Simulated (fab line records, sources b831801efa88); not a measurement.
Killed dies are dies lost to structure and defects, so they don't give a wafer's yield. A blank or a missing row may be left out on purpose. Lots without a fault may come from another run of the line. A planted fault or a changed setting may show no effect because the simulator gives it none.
A struck lot beside a sound one | flow sfq_line | 17 steps out of a route of 325
Sound: wafers L974.3, L974.4, L974.6. Struck: wafers L970.1, L970.3, L970.5. The cause comes at the end.
At each step with rows: each side's tool, then ch and its chambers, then its first start. Under that, the readings that differ: sound wafers | struck wafers | difference of the means | sigmas: that difference in standard deviations of wafers without a fault.
alike: readings whose means differ by less than 2 such deviations, and words and numbers that are the same on both sides. not compared: withheld readings, readings that some wafer has no value for, bounds like >300 that may hide the same value, and numbers for which the record gives no deviation and whose values overlap.
The two part at a step that has a row with sigmas, a row that says differs or no value, or rows on one side only. Numbers that don't overlap but have no deviation are shown without sigmas and don't part them. A reading that every wafer of one side lacks parts them only if that side has two wafers or more.

first, 2 steps without rows for these wafers: SFQ_TRILAYER_JJ_CE_LITHO_PEB_117 (peb time 60 s); SFQ_TRILAYER_JJ_CE_LITHO_DEVELOP_116 (time 60 s).
SFQ_JJ_OVL_MEAS_931:
  sound on overlay-02, day 54 03:56; struck on overlay-01, day 53 14:43
  alike: J5_OVL
SFQ_TRILAYER_JJ_CE_METRO_MEASURE_117:
  sound on cd_sem-01, day 54 04:21; struck on cd_sem-01, day 53 14:45
  alike: cd_nm
SFQ_TRILAYER_JJ_CE_BARC_OPEN_RIE_150: chemistry O2, target BARC, target depth 240 nm, time 80 s.
  sound on rie_metal-04 ch 0,1, day 54 05:11; struck on rie_metal-04 ch 1, day 53 15:57
  alike: drypump_motor_current_A, oes_product_au
  not compared: rf_hours_counter_h
SFQ_TRILAYER_JJ_CE_ETCH_RIE_118: chemistry SF6, target Nb, stops on Al2O3, time 97.7 s, target depth 170 nm.
  sound on rie_metal-04 ch 0,1, day 54 05:17; struck on rie_metal-04 ch 1, day 53 16:07
  alike: drypump_motor_current_A, oes_product_au
  not compared: rf_hours_counter_h
then, 1 step without rows for these wafers: SFQ_TRILAYER_JJ_ANODIZE_ANODIZE_119.
SFQ_TRILAYER_JJ_CE_STRIP_STRIP_120: strips in O2.
  sound on rie_metal-04 ch 0,1, day 54 06:03; struck on rie_metal-02 ch 0,1, day 53 16:49
  reading               | sound             | struck            | difference | sigmas
  oes_product_au (a.u.) | 0.999 1.014 1.017 | 0.986 0.975 0.992 | -0.026     | -3
  alike: drypump_motor_current_A, platen_temp_c
  not compared: rf_hours_counter_h
then, 4 steps without rows for these wafers: SFQ_TRILAYER_JJ_CE_STRIP_SOLV_CLEAN_121 (cleans in NMP, time 600 s); SFQ_TRILAYER_M5_LITHO_COAT_128 (resist thk 62 nm); SFQ_TRILAYER_M5_LITHO_COAT_123 (resist thk 600 nm); SFQ_TRILAYER_M5_LITHO_SOFTBAKE_127.
-- the record jumps here: 6 days lie between the struck wafers' starts before and after --
SFQ_TRILAYER_M5_LITHO_EXPOSE_124: exposes mask M5, target cd 700 nm.
  sound on krf_scanner-02 ch 0, day 60 03:12; struck on krf_scanner-01 ch 0, day 59 13:28
  reading                    | sound             | struck            | difference | sigmas
  model.M5.overlay_x_nm (nm) | 10.28 10.28 10.28 | 57.17 57.17 57.17 | +46.89     |
  alike: mask, exposure_dose_mJ_cm2
then, 2 steps without rows for these wafers: SFQ_TRILAYER_M5_LITHO_PEB_126 (peb time 60 s); SFQ_TRILAYER_M5_LITHO_DEVELOP_125 (time 60 s).
SFQ_M5_OVL_MEAS_932:
  sound on overlay-02, day 60 04:19; struck on overlay-02, day 59 14:58
  reading     | sound  | struck   | difference | sigmas
  M5_OVL (nm) | 5 -6 2 | 58 53 53 | +54        | +9
SFQ_TRILAYER_M5_BARC_OPEN_METAL_ETCH_161: etches BARC in O2, target depth 125 nm, time 41.7 s.
  sound on rie_metal-01 ch 0,1, day 60 04:21; struck on rie_metal-01 ch 0,1, day 59 15:01
  alike: drypump_motor_current_A, oes_product_au
  not compared: rf_hours_counter_h

WHERE THEY PART
First at SFQ_TRILAYER_JJ_CE_STRIP_STRIP_120; last, within this record, at SFQ_M5_OVL_MEAS_932. Later steps at which nothing parts them and some readings are alike: SFQ_TRILAYER_M5_BARC_OPEN_METAL_ETCH_161.

WHY: what the simulator had put in
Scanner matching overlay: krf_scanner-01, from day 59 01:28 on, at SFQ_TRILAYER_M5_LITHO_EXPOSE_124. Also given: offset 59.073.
